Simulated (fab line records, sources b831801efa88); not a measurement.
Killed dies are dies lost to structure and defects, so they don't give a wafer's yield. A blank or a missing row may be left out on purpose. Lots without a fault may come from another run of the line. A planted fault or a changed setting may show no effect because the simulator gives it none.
A struck lot beside a sound one | flow sky130 | 14 steps out of a route of 708
Sound: wafers L896.2, L896.5, L896.6. Struck: wafers L907.2, L907.5, L907.6. The cause comes at the end.
At each step with rows: each side's tool, then ch and its chambers, then its first start. Under that, the readings that differ: sound wafers | struck wafers | difference of the means | sigmas: that difference in standard deviations of wafers without a fault.
alike: readings whose means differ by less than 2 such deviations, and words and numbers that are the same on both sides. not compared: withheld readings, readings that some wafer has no value for, bounds like >300 that may hide the same value, and numbers for which the record gives no deviation and whose values overlap.
The two part at a step that has a row with sigmas, a row that says differs or no value, or rows on one side only. Numbers that don't overlap but have no deviation are shown without sigmas and don't part them. A reading that every wafer of one side lacks parts them only if that side has two wafers or more.

first, 3 steps without rows for these wafers: SKY_VT_ADJUST_NCORE_EXPOSE_04 (exposes mask LVTN COMPLEMENT THIN, target cd 380 nm); SKY_VT_ADJUST_NCORE_PEB_05; SKY_VT_ADJUST_NCORE_DEVELOP_06 (develop time 57.37 s).
SKY_VT_ADJUST_NCORE_CD_MEAS_07: target cd 380 nm.
  sound on cd_sem-02, day 12 01:13; struck on cd_sem-01, day 15 10:55
  alike: cd_nm
SKY_VT_ADJUST_NCORE_OVL_MEAS_08:
  sound on overlay-02, day 12 01:19; struck on overlay-02, day 15 11:02
  alike: VT_ADJUST_NCORE_OVL
then, 1 step without rows for these wafers: SKY_VT_ADJUST_NCORE_IMPLANT_09.
SKY_VT_ADJUST_NCORE_STRIP_10: strips in O2/N2.
  sound on plasma_asher-02 ch 0,1, day 12 01:30; struck on plasma_asher-01 ch 0,1, day 15 11:13
  alike: drypump_motor_current_A, n2_flow_sccm, oes_product_au, strip_time_to_endpoint_s
  not compared: rf_hours_counter_h
SKY_VT_ADJUST_NCORE_TW_MEAS_11:
  sound on film_metro-02, day 12 01:37; struck on film_metro-03, day 15 11:19
  alike: VT_ADJUST_NCORE_TW
then, 4 steps without rows for these wafers: SKY_VT_ADJUST_HVTR_DEHYDRATE_00 (time 60 s); SKY_VT_ADJUST_HVTR_HMDS_01 (prime time 60 s); SKY_VT_ADJUST_HVTR_COAT_02 (resist thk 1140 nm); SKY_VT_ADJUST_HVTR_SOFTBAKE_03 (time 60 s).
SKY_VT_ADJUST_HVTR_EXPOSE_04: exposes mask HVTRM, target cd 380 nm.
  sound on iline_stepper-02 ch 0, day 12 13:42; struck on iline_stepper-01, day 16 01:24
  no value came back on the struck wafers for exposure_dose_mJ_cm2, focus_offset_nm (nm); on the sound wafers exposure_dose_mJ_cm2 reads 150.29 150.10 150.15
  alike: mask
then, 1 step without rows for these wafers: SKY_VT_ADJUST_HVTR_PEB_05.

WHERE THEY PART
Only at SKY_VT_ADJUST_HVTR_EXPOSE_04, within this record.

WHY: what the simulator had put in
Skipped step whole: iline_stepper-01, from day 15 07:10 on, at SKY_VT_ADJUST_HVTR_EXPOSE_04. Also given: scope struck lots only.
